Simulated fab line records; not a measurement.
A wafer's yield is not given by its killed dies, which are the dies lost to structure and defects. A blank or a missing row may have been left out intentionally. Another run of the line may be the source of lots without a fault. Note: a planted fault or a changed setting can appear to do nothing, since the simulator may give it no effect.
fab line records	flow gf180mcu
record: lots: 13	wafers: 39	last_day: 34
route steps=602 shown HV_LDD@210 SALICIDE@282 V1@349
lots with no fault: from the same line, run without faults
start_h: hours from the record's first day to the start of the lot's first wafer shown	wait_h: hours from the lot's prior step to this one	" unchanged from the row above	L1.1+2: a single row standing in for several wafers	- no value present, or no start provided	* or withheld: withheld	< > ~ a bound
route shown NAME@n: a module of which the file shows steps, and the number in the route of the first	usual: mean/standard deviation of fault-free wafers	same: alike in all rows	chamber/n: place in a boat	sites: readings site by site	_std_site: the values' standard deviation	_edge_site: the outer-site mean with the inner-site mean subtracted	radius_mm: for every site, how far away it sits from the centre of the wafer	mask NAME#n: copy n	behind: the tool/chamber that last shaped the wafer	hold: cause of the lot's hold/its duration in hours/its outcome	device: transistor that didn't switch, given as n, p or np	end of line: at the end of the route, the tests of the same wafers	a step with no rows: only its recipe	killed: dies that structure and defects cost at the first sort, which is not the same as the wafer's yield	map: a wafer's dies, marking killed ones x, the rest . and places with no die _
set.NAME: the setting the step ran with; set.NAME@STEP: the setting that earlier step ran with	model.NAME: the simulator's own value behind a step, which no gauge read
steps of the route over a sample of lots; a table a step, a row a wafer
services: the hour from which a tool's chamber was out of use, counted from the record's first day as start_h (under 0 if before that day), plus the number of hours and why
== steps ==
step: GF_HV_LDD_IMPLANT_34
recipe: species: P	energy_kev: 60	dose_cm2: 7.5e+12	tilt_deg: 30	rotation_deg: 90
usual: dose_ions_cm2: 7.5e+12/8.6e+09	faraday_current_uA: 42.2/0.79
lot.wafer	tool	chamber	start_h	wait_h	dose_ions_cm2	faraday_current_uA
L114.1	implanter-04	0	263.55	0.1	7.504e+12	42.2
L114.3	"	0	"	"	7.491e+12	41.5
L114.6	"	0	"	"	7.502e+12	42.0
L115.1	implanter-02	0	267.93	0.1	7.503e+12	41.3
L115.3	"	0	"	"	7.488e+12	42.3
L115.5	"	0	"	"	7.495e+12	41.9
L116.4	implanter-02	0	273.75	0.1	7.497e+12	41.8
L116.5	"	0	"	"	7.506e+12	44.2
L116.6	"	0	"	"	7.504e+12	41.2
L119.3	implanter-02	0	301.78	0.1	7.491e+12	42.9
L119.4	"	0	"	"	7.495e+12	42.2
L119.6	"	0	"	"	7.502e+12	41.1
L121.3	implanter-04	0	317.45	0.1	7.499e+12	42.7
L121.4	"	0	"	"	7.491e+12	44.3
L121.6	"	0	"	"	7.499e+12	42.4
L122.1	implanter-04	0	324.18	0.1	7.497e+12	42.3
L122.5	"	0	"	"	7.49e+12	43.4
L122.6	"	0	"	"	7.504e+12	41.7
L123.1	implanter-02	0	332.18	0.1	7.483e+12	42.6
L123.2	"	0	"	"	7.496e+12	41.1
L123.6	"	0	"	"	7.503e+12	41.4
L124.1	implanter-04	0	337.63	0.1	1.403e+12	8.2
L124.4	"	0	"	"	1.41e+12	7.9
L124.6	"	0	"	"	1.402e+12	8.0
L125.3	implanter-04	0	347.35	0.1	1.414e+12	8.0
L125.4	"	0	"	"	1.422e+12	8.1
L125.5	"	0	"	"	1.405e+12	7.7
L131.2	implanter-03	0	392.32	0.1	7.505e+12	42.7
L131.3	"	0	"	"	7.492e+12	40.6
L131.4	"	0	"	"	7.512e+12	41.4
L134.1	implanter-03	0	420.17	0.1	7.506e+12	43.0
L134.3	"	0	"	"	7.5e+12	42.4
L134.5	"	0	"	"	7.505e+12	41.6
L135.1	implanter-03	0	425.73	0.1	7.504e+12	42.7
L135.2	"	0	"	"	7.502e+12	42.1
L135.6	"	0	"	"	7.499e+12	43.4
L136.1	implanter-02	0	436.90	0.1	7.511e+12	41.9
L136.2	"	0	"	"	7.505e+12	40.5
L136.3	"	0	"	"	7.508e+12	42.7
step: GF_HV_LDD_TW_MEAS_38
usual: HV_LDD_3_TW: 1448/9.2
lot.wafer	tool	chamber	start_h	wait_h	hold	HV_LDD_3_TW
L114.1	film_metro-01	-	264.10	0.1	-	1436
L114.3	"	-	"	"	-	1431
L114.6	"	-	"	"	-	1436
L115.1	film_metro-02	-	268.48	0.1	-	1460
L115.3	"	-	"	"	-	1462
L115.5	"	-	"	"	-	1450
L116.4	film_metro-01	-	274.26	0.1	-	1429
L116.5	"	-	"	"	-	1432
L116.6	"	-	"	"	-	1441
L119.3	film_metro-02	-	302.30	0.1	-	1448
L119.4	"	-	"	"	-	1449
L119.6	"	-	"	"	-	1441
L121.3	film_metro-01	-	317.97	0.1	-	1439
L121.4	"	-	"	"	-	1435
L121.6	"	-	"	"	-	1446
L122.1	film_metro-03	-	324.73	0.1	-	1455
L122.5	"	-	"	"	-	1458
L122.6	"	-	"	"	-	1453
L123.1	film_metro-01	-	332.73	0.1	-	1435
L123.2	"	-	"	"	-	1436
L123.6	"	-	"	"	-	1436
L124.1	film_metro-02	-	338.20	0.1	await_dispo/0.2h/release	1357
L124.4	"	-	"	"	await_dispo/0.2h/release	1358
L124.6	"	-	"	"	await_dispo/0.2h/release	1352
L124.1	film_metro-02	-	338.43	0.2	-	1352
L124.4	"	-	"	"	-	1355
L124.6	"	-	"	"	-	1352
L125.3	film_metro-03	-	347.87	0.1	await_dispo/0.2h/release	1352
L125.4	"	-	"	"	await_dispo/0.2h/release	1351
L125.5	"	-	"	"	await_dispo/0.2h/release	1342
L125.3	film_metro-03	-	348.10	0.2	-	1356
L125.4	"	-	"	"	-	1354
L125.5	"	-	"	"	-	1344
L131.2	film_metro-01	-	392.86	0.1	-	1451
L131.3	"	-	"	"	-	1447
L131.4	"	-	"	"	-	1449
L134.1	film_metro-03	-	420.72	0.1	-	1456
L134.3	"	-	"	"	-	1465
L134.5	"	-	"	"	-	1447
L135.1	film_metro-01	-	426.28	0.1	-	1441
L135.2	"	-	"	"	-	1440
L135.6	"	-	"	"	-	1430
L136.1	film_metro-02	-	437.46	0.1	-	1446
L136.2	"	-	"	"	-	1446
L136.3	"	-	"	"	-	1453
step: GF_HV_LDD_RS_MEAS_53
recipe: thk_meas_gauge: four-point-probe
usual: HV_LDD_RS: 418.6/0.98
lot.wafer	tool	chamber	start_h	wait_h	hold	HV_LDD_RS[ohm/sq]
L114.1	film_metro-03	-	284.01	0.1	-	418.1
L114.3	"	-	"	"	-	419.6
L114.6	"	-	"	"	-	418.0
L115.1	film_metro-03	-	288.10	0.1	-	419.5
L115.3	"	-	"	"	-	420.1
L115.5	"	-	"	"	-	418.7
L116.4	film_metro-02	-	294.47	0.1	-	418.4
L116.5	"	-	"	"	-	419.4
L116.6	"	-	"	"	-	417.8
L119.3	film_metro-03	-	322.65	0.1	-	420.0
L119.4	"	-	"	"	-	419.1
L119.6	"	-	"	"	-	419.9
L121.3	film_metro-03	-	339.31	0.1	-	417.5
L121.4	"	-	"	"	-	418.8
L121.6	"	-	"	"	-	418.7
L122.1	film_metro-02	-	345.95	0.1	-	417.2
L122.5	"	-	"	"	-	417.9
L122.6	"	-	"	"	-	417.4
L123.1	film_metro-01	-	354.88	0.1	-	417.1
L123.2	"	-	"	"	-	417.5
L123.6	"	-	"	"	-	418.0
L124.1	film_metro-01	-	360.66	0.1	await_dispo/0.2h/release	434.2
L124.4	"	-	"	"	await_dispo/0.2h/release	434.1
L124.6	"	-	"	"	await_dispo/0.2h/release	433.0
L124.1	film_metro-01	-	360.95	0.3	-	434.2
L124.4	"	-	"	"	-	435.1
L124.6	"	-	"	"	-	433.5
L125.3	film_metro-03	-	369.95	0.1	await_dispo/0.2h/release	436.3
L125.4	"	-	"	"	await_dispo/0.2h/release	435.8
L125.5	"	-	"	"	await_dispo/0.2h/release	436.0
L125.3	film_metro-03	-	370.32	0.4	-	436.6
L125.4	"	-	"	"	-	436.1
L125.5	"	-	"	"	-	435.9
L131.2	film_metro-03	-	417.27	0.1	-	418.3
L131.3	"	-	"	"	-	418.7
L131.4	"	-	"	"	-	418.4
L134.1	film_metro-03	-	445.45	0.1	-	418.7
L134.3	"	-	"	"	-	418.4
L134.5	"	-	"	"	-	419.3
L135.1	film_metro-01	-	450.87	0.1	-	418.1
L135.2	"	-	"	"	-	418.1
L135.6	"	-	"	"	-	416.9
L136.1	film_metro-03	-	462.61	0.1	-	420.3
L136.2	"	-	"	"	-	420.4
L136.3	"	-	"	"	-	420.7
step: GF_SALICIDE_RS_MEAS_04
recipe: thk_meas_gauge: four-point-probe	reads: TiN_of_SALICIDE_SPUTTER_03+Co_of_SALICIDE_SPUTTER_02
usual: SALICIDE_TIN_RS: 16.19/0.29
lot.wafer	tool	chamber	start_h	wait_h	SALICIDE_TIN_RS[ohm/sq]
L114.1	film_metro-04	-	350.00	0.0	16.22
L114.3	"	-	"	"	16.53
L114.6	"	-	"	"	16.71
L115.1	film_metro-01	-	354.58	0.0	15.98
L115.3	"	-	"	"	15.85
L115.5	"	-	"	"	16.17
L116.4	film_metro-01	-	362.28	0.1	15.83
L116.5	"	-	"	"	15.84
L116.6	"	-	"	"	16.09
L119.3	film_metro-01	-	393.47	0.1	16.08
L119.4	"	-	"	"	16.03
L119.6	"	-	"	"	16.45
L121.3	film_metro-04	-	413.15	0.1	16.20
L121.4	"	-	"	"	15.88
L121.6	"	-	"	"	16.56
L122.1	film_metro-04	-	418.88	0.0	15.93
L122.5	"	-	"	"	15.84
L122.6	"	-	"	"	16.01
L123.1	film_metro-04	-	429.42	0.0	16.05
L123.2	"	-	"	"	16.66
L123.6	"	-	"	"	16.54
L124.1	film_metro-04	-	436.37	0.0	15.99
L124.4	"	-	"	"	15.99
L124.6	"	-	"	"	15.89
L125.3	film_metro-01	-	444.38	0.1	16.13
L125.4	"	-	"	"	16.42
L125.5	"	-	"	"	16.23
L131.2	film_metro-03	-	493.07	0.0	16.06
L131.3	"	-	"	"	16.62
L131.4	"	-	"	"	16.13
L134.1	film_metro-01	-	521.04	0.0	16.52
L134.3	"	-	"	"	16.32
L134.5	"	-	"	"	16.47
L135.1	film_metro-03	-	527.02	0.0	16.70
L135.2	"	-	"	"	16.50
L135.6	"	-	"	"	16.89
L136.1	film_metro-01	-	537.14	0.0	16.51
L136.2	"	-	"	"	16.46
L136.3	"	-	"	"	16.66
step: GF_V1_CD_MEAS_14
recipe: target_cd_nm: 260
usual: cd_nm: 260.4/1.4
lot.wafer	tool	chamber	start_h	wait_h	cd_nm
L114.1	cd_sem-01	-	422.84	0.1	261.7
L114.3	"	-	"	"	261.5
L114.6	"	-	"	"	260.3
L115.1	cd_sem-01	-	427.09	0.2	261.7
L115.3	"	-	"	"	261.1
L115.5	"	-	"	"	260.8
L116.4	cd_sem-01	-	438.41	0.1	262.1
L116.5	"	-	"	"	260.7
L116.6	"	-	"	"	262.3
L119.3	cd_sem-01	-	470.18	0.1	259.0
L119.4	"	-	"	"	259.4
L119.6	"	-	"	"	259.7
L121.3	cd_sem-02	-	490.33	0.1	260.0
L121.4	"	-	"	"	259.7
L121.6	"	-	"	"	260.3
L122.1	cd_sem-02	-	493.55	0.1	262.0
L122.5	"	-	"	"	260.8
L122.6	"	-	"	"	260.8
L123.1	cd_sem-01	-	505.87	0.1	260.6
L123.2	"	-	"	"	261.1
L123.6	"	-	"	"	261.1
L124.1	cd_sem-02	-	512.34	0.1	260.2
L124.4	"	-	"	"	262.0
L124.6	"	-	"	"	261.2
L125.3	cd_sem-01	-	517.99	0.1	260.9
L125.4	"	-	"	"	260.3
L125.5	"	-	"	"	260.1
L131.2	cd_sem-02	-	565.06	0.1	260.3
L131.3	"	-	"	"	258.8
L131.4	"	-	"	"	258.8
L134.1	cd_sem-01	-	590.99	0.2	258.2
L134.3	"	-	"	"	257.2
L134.5	"	-	"	"	259.6
L135.1	cd_sem-02	-	596.89	0.1	259.8
L135.2	"	-	"	"	260.2
L135.6	"	-	"	"	261.1
L136.1	cd_sem-01	-	605.59	0.1	259.2
L136.2	"	-	"	"	259.6
L136.3	"	-	"	"	258.7
step: GF_V1_OVL_MEAS_15
usual: V1_OVL: -3/5.5
lot.wafer	tool	chamber	start_h	wait_h	V1_OVL[nm]
L114.1	overlay-01	-	422.96	0.1	-15
L114.3	"	-	"	"	-8
L114.6	"	-	"	"	-5
L115.1	overlay-02	-	427.21	0.1	-14
L115.3	"	-	"	"	-7
L115.5	"	-	"	"	-3
L116.4	overlay-01	-	438.49	0.1	-7
L116.5	"	-	"	"	-10
L116.6	"	-	"	"	-12
L119.3	overlay-02	-	470.27	0.1	-2
L119.4	"	-	"	"	0
L119.6	"	-	"	"	0
L121.3	overlay-02	-	490.42	0.1	4
L121.4	"	-	"	"	2
L121.6	"	-	"	"	-2
L122.1	overlay-01	-	493.67	0.1	-6
L122.5	"	-	"	"	-2
L122.6	"	-	"	"	-1
L123.1	overlay-02	-	505.99	0.1	1
L123.2	"	-	"	"	-3
L123.6	"	-	"	"	5
L124.1	overlay-01	-	512.46	0.1	-4
L124.4	"	-	"	"	2
L124.6	"	-	"	"	1
L125.3	overlay-02	-	518.08	0.1	-6
L125.4	"	-	"	"	-2
L125.5	"	-	"	"	-2
L131.2	overlay-01	-	565.17	0.1	-6
L131.3	"	-	"	"	2
L131.4	"	-	"	"	-1
L134.1	overlay-02	-	591.11	0.1	4
L134.3	"	-	"	"	2
L134.5	"	-	"	"	1
L135.1	overlay-01	-	597.01	0.1	12
L135.2	"	-	"	"	10
L135.6	"	-	"	"	1
L136.1	overlay-02	-	605.71	0.1	-2
L136.2	"	-	"	"	-7
L136.3	"	-	"	"	-2
== services ==
tool	chamber	start_h	hours	kind
implanter-03	-	263.70	6.1	repair
implanter-03	-	291.54	5.4	repair
implanter-04	-	320.66	3.1	repair
implanter-03	-	334.36	35.8	repair
implanter-04	-	354.71	5.4	pm
== key ==
first_sign: step: GF_HV_LDD_IMPLANT_34	reading: dose_ions_cm2	direction: down	sigmas: 99+	usual: 7.5e+12	struck: 1.409e+12
effect: step: GF_HV_LDD_IMPLANT_34	reading: faraday_current_uA	direction: down	sigmas: 43	usual: 42.2	struck: 8.0
effect: step: GF_HV_LDD_TW_MEAS_38	reading: visit	direction: added
effect: step: GF_HV_LDD_TW_MEAS_38	reading: HV_LDD_3_TW	direction: down	sigmas: 10	usual: 1448	struck: 1352
effect: step: GF_HV_LDD_RS_MEAS_53	reading: visit	direction: added
effect: step: GF_HV_LDD_RS_MEAS_53	reading: HV_LDD_RS	direction: up	sigmas: 17	usual: 418.6	struck: 434.9
met_at GF_HV_LDD_IMPLANT_34
struck_lots L124,L125
tester_left_out L124,L125
not_acting_at GF_SALICIDE_RS_MEAS_04,GF_V1_CD_MEAS_14,GF_V1_OVL_MEAS_15
onset_between 324.18 337.63
fault: kind: process_parameter_drift	tool: implanter-04	chamber: -	onset_h: 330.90	steps: GF_HV_LDD_IMPLANT_34	channel: dose_cm2	offset: -6.0946e+12	shape: step	end_h: 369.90	acts_in: these_recipes_only	stated: 7.5e+12
tester_left_out: of these lots the tester's yield and bins aren't shown, on N5 and GAA mostly nor the transistor test; their killed dies are dies lost to structure and defects alone, not to doping, threshold or leakage, so they don't give the yield
